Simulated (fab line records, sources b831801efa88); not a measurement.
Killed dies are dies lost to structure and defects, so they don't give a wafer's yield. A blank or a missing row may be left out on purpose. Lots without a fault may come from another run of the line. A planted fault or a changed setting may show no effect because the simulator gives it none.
fab line records | flow sky130 | part 1 of 2: steps 1 to 25 of 35
record lots=5 wafers=15 last_day=50
route steps=708 shown VT_ADJUST_NCORE@119 VT_ADJUST_HVTR@131 VT_ADJUST_PCH@143
lots that met no fault: from a run of the same line without faults
start_h: hours from the record's first day to the start of the lot's first wafer shown | wait_h: hours since the lot's step before | " the same as in the row above | L1.1+2: a row that stands for several wafers | - no value, or no start given | * or withheld: withheld | < > ~ a bound
route shown NAME@n: a module of which the file shows steps, and the number in the route of the first | usual: mean/standard deviation of fault-free wafers | same: alike in all rows | chamber/n: place in a boat | sites: the reading at each site | _std_site: their standard deviation | _edge_site: outer sites' mean less inner sites' | radius_mm: how far each site lies from the wafer's centre | mask NAME#n: copy n | behind: the tool/chamber that last shaped the wafer | hold: why the lot was held/for how many hours/how that ended | device: the transistor (n, p or np) that didn't switch | end of line: the same wafers' tests at the end of the route | a step without rows: its recipe alone | killed: dies lost to structure and defects at the first sort, not the wafer's yield | map: a wafer's dies, x killed, . not, _ none there
set.NAME: the setting as run; set.NAME@STEP: as run at that earlier step | model.NAME: the simulator's own value behind a step, which no gauge read
lots at some steps of the route; a table a step, a row a wafer
services: from which hour (start_h, from the record's first day; less than 0 if before it) a tool's chamber was out of use, for how many hours, and why
## steps
# step SKY_VT_ADJUST_NCORE_DEHYDRATE_00
# recipe temp_c=200 time_s=60
# usual resist_line_temp_C=23.01/0.11
# columns lot.wafer tool chamber start_h wait_h resist_line_temp_C
L074.3 litho_track-02 0 187.18 10.5 23.03
L074.5 " 0 " " 23.13
L074.6 " 0 " " 23.15
L076.1 litho_track-02 0 192.43 9.7 22.93
L076.4 " 0 " " 22.93
L076.6 " 0 " " 22.91
L087.1 litho_track-04 0 267.57 11.5 22.92
L087.4 " 0 " " 22.97
L087.6 " 0 " " 23.02
L091.3 litho_track-03 0 287.70 12.3 22.86
L091.5 " 0 " " 22.99
L091.6 " 0 " " 22.94
L096.1 litho_track-03 0 332.15 12.4 22.91
L096.2 " 0 " " 22.96
L096.3 " 0 " " 22.95
# step SKY_VT_ADJUST_NCORE_HMDS_01
# recipe prime_time_s=60 prime_temp_c=120
# usual resist_line_temp_C=23.00/0.096
# columns lot.wafer tool chamber start_h wait_h resist_line_temp_C
L074.3 litho_track-02 0 187.33 0.1 22.98
L074.5 " 0 " " 23.01
L074.6 " 0 " " 23.04
L076.1 litho_track-02 0 192.58 0.1 23.01
L076.4 " 0 " " 22.96
L076.6 " 0 " " 22.86
L087.1 litho_track-04 0 267.72 0.1 23.13
L087.4 " 0 " " 23.18
L087.6 " 0 " " 23.07
L091.3 litho_track-03 0 287.85 0.1 22.96
L091.5 " 0 " " 22.95
L091.6 " 0 " " 22.89
L096.1 litho_track-03 0 332.30 0.1 23.03
L096.2 " 0 " " 23.04
L096.3 " 0 " " 22.95
# step SKY_VT_ADJUST_NCORE_COAT_02
# recipe resist=NOVOLAK spin_rpm=3000 resist_thk_nm=1140
# usual resist_line_temp_C=23.00/0.11
# columns lot.wafer tool chamber start_h wait_h resist_line_temp_C
L074.3 litho_track-02 0 187.48 0.1 23.15
L074.5 " 0 " " 22.87
L074.6 " 0 " " 23.00
L076.1 litho_track-02 0 192.73 0.1 23.02
L076.4 " 0 " " 23.06
L076.6 " 0 " " 23.03
L087.1 litho_track-04 0 267.87 0.1 23.02
L087.4 " 0 " " 23.00
L087.6 " 0 " " 22.98
L091.3 litho_track-03 0 288.00 0.1 22.88
L091.5 " 0 " " 22.84
L091.6 " 0 " " 23.06
L096.1 litho_track-03 0 332.45 0.1 23.09
L096.2 " 0 " " 23.13
L096.3 " 0 " " 23.01
# step SKY_VT_ADJUST_NCORE_SOFTBAKE_03
# recipe temp_c=90 time_s=60 resist=NOVOLAK
# usual resist_line_temp_C=22.99/0.11
# columns lot.wafer tool chamber start_h wait_h resist_line_temp_C
L074.3 litho_track-02 0 187.63 0.1 22.78
L074.5 " 0 " " 23.00
L074.6 " 0 " " 22.77
L076.1 litho_track-02 0 192.88 0.1 23.04
L076.4 " 0 " " 22.92
L076.6 " 0 " " 22.98
L087.1 litho_track-04 0 268.02 0.1 23.06
L087.4 " 0 " " 23.03
L087.6 " 0 " " 23.03
L091.3 litho_track-03 0 288.15 0.1 22.99
L091.5 " 0 " " 22.96
L091.6 " 0 " " 23.01
L096.1 litho_track-03 0 332.60 0.1 22.92
L096.2 " 0 " " 22.82
L096.3 " 0 " " 22.92
# step SKY_VT_ADJUST_NCORE_EXPOSE_04
# recipe mask_id=LVTN_COMPLEMENT_THIN na=0.6 source_shape=conventional sigma_outer=0.6 polarization=unpolarized target_cd_nm=380 dose_mj=139
# columns lot.wafer tool chamber start_h wait_h mask
L074.3+5+6 iline_stepper-01 0 - - LVTN_COMPLEMENT_THIN#0
L076.1+4+6 iline_stepper-01 0 - - LVTN_COMPLEMENT_THIN#0
L087.1+4+6 iline_stepper-02 0 - - LVTN_COMPLEMENT_THIN#0
L091.3+5+6 iline_stepper-02 0 - - LVTN_COMPLEMENT_THIN#0
L096.1+2+3 iline_stepper-01 0 - - LVTN_COMPLEMENT_THIN#0
# step SKY_VT_ADJUST_NCORE_PEB_05
# recipe temp_c=withheld time_s=* resist=NOVOLAK
# usual resist_line_temp_C=*
# columns lot.wafer tool chamber start_h wait_h resist_line_temp_C
L074.3 litho_track-04 0 - - *
L074.5 " 0 " " *
L074.6 " 0 " " *
L076.1 litho_track-02 0 - - *
L076.4 " 0 " " *
L076.6 " 0 " " *
L087.1 litho_track-03 0 - - *
L087.4 " 0 " " *
L087.6 " 0 " " *
L091.3 litho_track-04 0 - - *
L091.5 " 0 " " *
L091.6 " 0 " " *
L096.1 litho_track-04 0 - - *
L096.2 " 0 " " *
L096.3 " 0 " " *
# step SKY_VT_ADJUST_NCORE_DEVELOP_06
# recipe resist=NOVOLAK developer=TMAH develop_time_s=60 dev_temp_c=23
# usual resist_line_temp_C=23.00/0.09
# columns lot.wafer tool chamber start_h wait_h resist_line_temp_C
L074.3 litho_track-04 0 197.87 0.1 23.18
L074.5 " 0 " " 23.15
L074.6 " 0 " " 23.14
L076.1 litho_track-02 0 203.53 0.1 23.08
L076.4 " 0 " " 22.86
L076.6 " 0 " " 23.05
L087.1 litho_track-03 0 280.20 0.1 23.09
L087.4 " 0 " " 23.02
L087.6 " 0 " " 22.95
L091.3 litho_track-04 0 300.12 0.1 22.91
L091.5 " 0 " " 22.93
L091.6 " 0 " " 23.01
L096.1 litho_track-04 0 346.32 0.1 22.84
L096.2 " 0 " " 22.85
L096.3 " 0 " " 22.90
# step SKY_VT_ADJUST_NCORE_CD_MEAS_07
# recipe target_cd_nm=380
# usual cd_nm=381.0/2.6
# columns lot.wafer tool chamber start_h wait_h cd_nm
L074.3 cd_sem-01 - 198.01 0.1 383.1
L074.5 " - " " 380.8
L074.6 " - " " 380.7
L076.1 cd_sem-01 - 203.68 0.1 376.1
L076.4 " - " " 375.5
L076.6 " - " " 376.3
L087.1 cd_sem-01 - 280.35 0.1 381.5
L087.4 " - " " 379.4
L087.6 " - " " 379.9
L091.3 cd_sem-02 - 300.26 0.1 380.7
L091.5 " - " " 379.8
L091.6 " - " " 380.7
L096.1 cd_sem-02 - 346.47 0.1 377.5
L096.2 " - " " 376.3
L096.3 " - " " 375.3
# step SKY_VT_ADJUST_NCORE_OVL_MEAS_08
# usual VT_ADJUST_NCORE_OVL=-0.8/1.4
# columns lot.wafer tool chamber start_h wait_h VT_ADJUST_NCORE_OVL[nm]
L074.3 overlay-01 - 198.10 0.1 1.4
L074.5 " - " " 0.2
L074.6 " - " " 1.3
L076.1 overlay-02 - 203.80 0.1 0.2
L076.4 " - " " 0.8
L076.6 " - " " -0.6
L087.1 overlay-02 - 280.47 0.1 -1.0
L087.4 " - " " -0.3
L087.6 " - " " 2.3
L091.3 overlay-02 - 300.35 0.1 0.5
L091.5 " - " " -1.5
L091.6 " - " " -2.0
L096.1 overlay-01 - 346.59 0.1 1.4
L096.2 " - " " 2.3
L096.3 " - " " -0.5
# step SKY_VT_ADJUST_NCORE_IMPLANT_09
# recipe species=B energy_kev=10 dose_cm2=2.4e+12 tilt_deg=withheld
# usual dose_ions_cm2=2.4002e+12/2.8e+09
# columns lot.wafer tool chamber start_h wait_h dose_ions_cm2
L074.3 implanter-01 0 198.17 0.1 2.3974e+12
L074.5 " 0 " " 2.3997e+12
L074.6 " 0 " " 2.398e+12
L076.1 implanter-03 0 203.84 0.0 2.3991e+12
L076.4 " 0 " " 2.3981e+12
L076.6 " 0 " " 2.3991e+12
L087.1 implanter-01 0 280.50 0.0 2.3997e+12
L087.4 " 0 " " 2.3981e+12
L087.6 " 0 " " 2.4e+12
L091.3 implanter-03 0 300.42 0.1 2.3976e+12
L091.5 " 0 " " 2.3972e+12
L091.6 " 0 " " 2.3971e+12
L096.1 implanter-01 0 346.62 0.0 2.4039e+12
L096.2 " 0 " " 2.4003e+12
L096.3 " 0 " " 2.4011e+12
# step SKY_VT_ADJUST_NCORE_STRIP_10
# recipe chemistry=O2/N2 power_w=1400 pressure_mtorr=1500 platen_temp_c=withheld o2_flow_sccm=3000 n2_flow_sccm=300 overash_fraction=0.5
# usual drypump_motor_current_A=5.7/0.35 oes_product_au=0.715/0.0044 strip_time_to_endpoint_s=14.18/0.036
# columns lot.wafer tool chamber start_h wait_h drypump_motor_current_A oes_product_au rf_hours_counter_h strip_time_to_endpoint_s
L074.3 plasma_asher-03 0 198.31 0.1 6.0 0.713 - 14.15
L074.5 " 0 " " 6.0 0.714 - 14.23
L074.6 " 1 " " 5.7 0.718 - 14.19
L076.1 plasma_asher-04 0 203.99 0.1 5.3 0.719 50 14.19
L076.4 " 1 " " 5.7 0.721 - 14.23
L076.6 " 0 " " 5.3 0.716 - 14.24
L087.1 plasma_asher-04 1 280.65 0.1 5.6 0.716 56 14.07
L087.4 " 1 " " 5.6 0.707 - 14.14
L087.6 " 1 " " 5.6 0.715 - 14.09
L091.3 plasma_asher-04 0 300.56 0.1 5.3 0.718 - 14.20
L091.5 " 0 " " 5.3 0.710 - 14.15
L091.6 " 1 " " 5.6 0.701 - 14.17
L096.1 plasma_asher-03 0 346.77 0.1 6.0 0.711 53 14.20
L096.2 " 1 " " 5.7 0.715 53 14.20
L096.3 " 1 " " 5.7 0.709 - 14.21
# step SKY_VT_ADJUST_NCORE_TW_MEAS_11
# usual VT_ADJUST_NCORE_TW=217.7/2
# columns lot.wafer tool chamber start_h wait_h VT_ADJUST_NCORE_TW
L074.3 film_metro-03 - 198.39 0.1 219.1
L074.5 " - " " 219.3
L074.6 " - " " 219.9
L076.1 film_metro-02 - 204.09 0.1 213.2
L076.4 " - " " 213.8
L076.6 " - " " 213.5
L087.1 film_metro-03 - 280.75 0.1 218.3
L087.4 " - " " 218.7
L087.6 " - " " 217.4
L091.3 film_metro-02 - 300.64 0.1 215.2
L091.5 " - " " 216.7
L091.6 " - " " 216.2
L096.1 film_metro-02 - 346.87 0.1 216.2
L096.2 " - " " 215.6
L096.3 " - " " 216.7
# step SKY_VT_ADJUST_HVTR_DEHYDRATE_00
# recipe temp_c=200 time_s=60
# usual resist_line_temp_C=22.99/0.098
# columns lot.wafer tool chamber start_h wait_h resist_line_temp_C
L074.3 litho_track-04 0 208.87 10.5 23.12
L074.5 " 0 " " 23.21
L074.6 " 0 " " 23.10
L076.1 litho_track-04 0 214.52 10.4 22.87
L076.4 " 0 " " 22.97
L076.6 " 0 " " 23.00
L087.1 litho_track-04 0 292.37 11.6 23.07
L087.4 " 0 " " 22.96
L087.6 " 0 " " 23.05
L091.3 litho_track-01 0 313.80 13.2 22.95
L091.5 " 0 " " 23.04
L091.6 " 0 " " 23.04
L096.1 litho_track-03 0 359.50 12.6 22.92
L096.2 " 0 " " 23.01
L096.3 " 0 " " 23.03
# step SKY_VT_ADJUST_HVTR_HMDS_01
# recipe prime_time_s=60 prime_temp_c=120
# usual resist_line_temp_C=22.99/0.12
# columns lot.wafer tool chamber start_h wait_h resist_line_temp_C
L074.3 litho_track-04 0 209.02 0.1 22.88
L074.5 " 0 " " 22.92
L074.6 " 0 " " 22.97
L076.1 litho_track-04 0 214.67 0.1 22.77
L076.4 " 0 " " 22.77
L076.6 " 0 " " 22.85
L087.1 litho_track-04 0 292.52 0.1 22.96
L087.4 " 0 " " 23.09
L087.6 " 0 " " 23.15
L091.3 litho_track-01 0 313.95 0.1 23.10
L091.5 " 0 " " 23.19
L091.6 " 0 " " 23.01
L096.1 litho_track-03 0 359.65 0.1 23.01
L096.2 " 0 " " 22.89
L096.3 " 0 " " 22.86
# step SKY_VT_ADJUST_HVTR_COAT_02
# recipe resist=NOVOLAK spin_rpm=3000 resist_thk_nm=1140
# usual resist_line_temp_C=23.02/0.12
# columns lot.wafer tool chamber start_h wait_h resist_line_temp_C
L074.3 litho_track-04 0 209.17 0.1 22.97
L074.5 " 0 " " 23.11
L074.6 " 0 " " 22.93
L076.1 litho_track-04 0 214.82 0.1 23.00
L076.4 " 0 " " 23.07
L076.6 " 0 " " 23.04
L087.1 litho_track-04 0 292.67 0.1 23.29
L087.4 " 0 " " 23.20
L087.6 " 0 " " 23.12
L091.3 litho_track-01 0 314.10 0.1 22.95
L091.5 " 0 " " 23.01
L091.6 " 0 " " 23.12
L096.1 litho_track-03 0 359.80 0.1 23.04
L096.2 " 0 " " 23.32
L096.3 " 0 " " 22.96
# step SKY_VT_ADJUST_HVTR_SOFTBAKE_03
# recipe temp_c=90 time_s=60 resist=NOVOLAK
# usual resist_line_temp_C=22.98/0.096
# columns lot.wafer tool chamber start_h wait_h resist_line_temp_C
L074.3 litho_track-04 0 209.32 0.1 22.91
L074.5 " 0 " " 22.91
L074.6 " 0 " " 22.86
L076.1 litho_track-04 0 214.97 0.1 22.95
L076.4 " 0 " " 23.06
L076.6 " 0 " " 22.98
L087.1 litho_track-04 0 292.82 0.1 22.94
L087.4 " 0 " " 22.97
L087.6 " 0 " " 22.86
L091.3 litho_track-01 0 314.25 0.1 23.03
L091.5 " 0 " " 22.86
L091.6 " 0 " " 22.88
L096.1 litho_track-03 0 359.95 0.1 23.06
L096.2 " 0 " " 22.88
L096.3 " 0 " " 22.91
# step SKY_VT_ADJUST_HVTR_EXPOSE_04
# recipe mask_id=HVTRM target_cd_nm=380 na=0.6 source_shape=conventional sigma_outer=0.6 dose_mj=150
# columns lot.wafer tool chamber start_h wait_h mask
L074.3+5+6 iline_stepper-01 0 - - HVTRM#0
L076.1+4+6 iline_stepper-02 0 - - HVTRM#0
L087.1+4+6 iline_stepper-01 0 - - HVTRM#0
L091.3+5+6 iline_stepper-02 0 - - HVTRM#0
L096.1+2+3 iline_stepper-01 0 - - HVTRM#0
# step SKY_VT_ADJUST_HVTR_PEB_05
# recipe temp_c=withheld time_s=* resist=NOVOLAK
# usual resist_line_temp_C=*
# columns lot.wafer tool chamber start_h wait_h resist_line_temp_C
L074.3 litho_track-03 0 - - *
L074.5 " 0 " " *
L074.6 " 0 " " *
L076.1 litho_track-04 0 - - *
L076.4 " 0 " " *
L076.6 " 0 " " *
L087.1 litho_track-04 0 - - *
L087.4 " 0 " " *
L087.6 " 0 " " *
L091.3 litho_track-01 0 - - *
L091.5 " 0 " " *
L091.6 " 0 " " *
L096.1 litho_track-03 0 - - *
L096.2 " 0 " " *
L096.3 " 0 " " *
# step SKY_VT_ADJUST_HVTR_DEVELOP_06
# recipe develop_time_s=60 dev_temp_c=23
# usual resist_line_temp_C=23.00/0.11
# columns lot.wafer tool chamber start_h wait_h resist_line_temp_C
L074.3 litho_track-03 0 219.95 0.1 23.16
L074.5 " 0 " " 22.88
L074.6 " 0 " " 23.03
L076.1 litho_track-04 0 225.67 0.1 22.99
L076.4 " 0 " " 23.04
L076.6 " 0 " " 22.96
L087.1 litho_track-04 0 304.62 0.1 22.79
L087.4 " 0 " " 22.84
L087.6 " 0 " " 22.97
L091.3 litho_track-01 0 327.10 0.1 23.09
L091.5 " 0 " " 23.17
L091.6 " 0 " " 22.94
L096.1 litho_track-03 0 374.50 0.1 23.12
L096.2 " 0 " " 23.04
L096.3 " 0 " " 23.08
# step SKY_VT_ADJUST_HVTR_CD_MEAS_07
# recipe target_cd_nm=380
# usual cd_nm=379.9/2.7
# columns lot.wafer tool chamber start_h wait_h cd_nm
L074.3 cd_sem-02 - 220.09 0.1 379.2
L074.5 " - " " 377.8
L074.6 " - " " 383.6
L076.1 cd_sem-02 - 225.82 0.1 373.5
L076.4 " - " " 375.9
L076.6 " - " " 378.0
L087.1 cd_sem-02 - 304.77 0.1 377.5
L087.4 " - " " 377.7
L087.6 " - " " 375.3
L091.3 cd_sem-01 - 327.24 0.1 383.4
L091.5 " - " " 383.1
L091.6 " - " " 384.9
L096.1 cd_sem-01 - 374.65 0.1 384.1
L096.2 " - " " 377.9
L096.3 " - " " 378.4
# step SKY_VT_ADJUST_HVTR_OVL_MEAS_08
# usual VT_ADJUST_HVTR_OVL=0.8/1.4
# columns lot.wafer tool chamber start_h wait_h VT_ADJUST_HVTR_OVL[nm]
L074.3 overlay-02 - 220.18 0.1 -1.0
L074.5 " - " " -0.4
L074.6 " - " " 1.8
L076.1 overlay-01 - 225.94 0.1 0.9
L076.4 " - " " 1.4
L076.6 " - " " 0.0
L087.1 overlay-02 - 304.89 0.1 0.2
L087.4 " - " " 1.2
L087.6 " - " " 0.3
L091.3 overlay-01 - 327.33 0.1 0.4
L091.5 " - " " -0.9
L091.6 " - " " 1.2
L096.1 overlay-01 - 374.77 0.1 3.4
L096.2 " - " " 2.1
L096.3 " - " " 3.6
# step SKY_VT_ADJUST_HVTR_IMPLANT_09
# recipe species=B energy_kev=10 dose_cm2=2.1e+12 tilt_deg=withheld
# usual dose_ions_cm2=2.0998e+12/2.2e+09
# columns lot.wafer tool chamber start_h wait_h dose_ions_cm2
L074.3 implanter-04 0 220.25 0.1 2.1008e+12
L074.5 " 0 " " 2.1032e+12
L074.6 " 0 " " 2.1025e+12
L076.1 implanter-01 0 225.97 0.0 2.0984e+12
L076.4 " 0 " " 2.098e+12
L076.6 " 0 " " 2.0979e+12
L087.1 implanter-01 0 304.92 0.0 2.0964e+12
L087.4 " 0 " " 2.0972e+12
L087.6 " 0 " " 2.0976e+12
L091.3 implanter-04 0 327.41 0.1 2.0984e+12
L091.5 " 0 " " 2.0978e+12
L091.6 " 0 " " 2.0973e+12
L096.1 implanter-01 0 374.80 0.0 2.101e+12
L096.2 " 0 " " 2.1019e+12
L096.3 " 0 " " 2.1065e+12
# step SKY_VT_ADJUST_HVTR_STRIP_10
# recipe chemistry=O2/N2 power_w=1400 pressure_mtorr=1500 platen_temp_c=withheld o2_flow_sccm=3000 n2_flow_sccm=300 overash_fraction=0.5
# usual drypump_motor_current_A=5.69/0.19 oes_product_au=0.716/0.0048 strip_time_to_endpoint_s=14.17/0.036
# columns lot.wafer tool chamber start_h wait_h drypump_motor_current_A oes_product_au rf_hours_counter_h strip_time_to_endpoint_s
L074.3 plasma_asher-01 0 220.39 0.1 5.79 0.710 - 14.22
L074.5 " 1 " " 5.74 0.715 - 14.24
L074.6 " 0 " " 5.78 0.713 - 14.23
L076.1 plasma_asher-03 1 226.12 0.1 5.67 0.722 41 14.21
L076.4 " 1 " " 5.67 0.713 - 14.21
L076.6 " 1 " " 5.69 0.719 - 14.18
L087.1 plasma_asher-04 1 305.07 0.1 5.62 0.712 59 14.17
L087.4 " 0 " " 5.32 0.715 - 14.21
L087.6 " 1 " " 5.65 0.717 - 14.22
L091.3 plasma_asher-03 1 327.54 0.1 5.69 0.712 - 14.19
L091.5 " 1 " " 5.71 0.713 - 14.17
L091.6 " 0 " " 5.98 0.712 - 14.20
L096.1 plasma_asher-04 1 374.95 0.1 5.66 0.701 65 14.15
L096.2 " 0 " " 5.31 0.718 65 14.20
L096.3 " 1 " " 5.65 0.705 - 14.22
# step SKY_VT_ADJUST_HVTR_TW_MEAS_11
# usual VT_ADJUST_HVTR_TW=211.5/1.5
# columns lot.wafer tool chamber start_h wait_h VT_ADJUST_HVTR_TW
L074.3 film_metro-04 - 220.47 0.1 211.1
L074.5 " - " " 212.4
L074.6 " - " " 213.1
L076.1 film_metro-04 - 226.22 0.1 213.9
L076.4 " - " " 211.0
L076.6 " - " " 213.2
L087.1 film_metro-01 - 305.17 0.1 213.6
L087.4 " - " " 213.3
L087.6 " - " " 213.1
L091.3 film_metro-04 - 327.63 0.1 208.6
L091.5 " - " " 208.8
L091.6 " - " " 209.2
L096.1 film_metro-01 - 375.05 0.1 211.1
L096.2 " - " " 211.2
L096.3 " - " " 212.2
# step SKY_VT_ADJUST_PCH_DEHYDRATE_00
# recipe temp_c=200 time_s=60
# usual resist_line_temp_C=22.99/0.1
# columns lot.wafer tool chamber start_h wait_h resist_line_temp_C
L074.3 litho_track-01 0 231.80 11.3 22.78
L074.5 " 0 " " 22.79
L074.6 " 0 " " 22.85
L076.1 litho_track-02 0 237.23 11.0 22.98
L076.4 " 0 " " 23.02
L076.6 " 0 " " 23.16
L087.1 litho_track-04 0 318.22 13.0 22.97
L087.4 " 0 " " 23.01
L087.6 " 0 " " 23.03
L091.3 litho_track-02 0 341.03 13.4 23.09
L091.5 " 0 " " 23.04
L091.6 " 0 " " 23.18
L096.1 litho_track-04 0 388.92 13.9 22.97
L096.2 " 0 " " 23.03
L096.3 " 0 " " 23.01
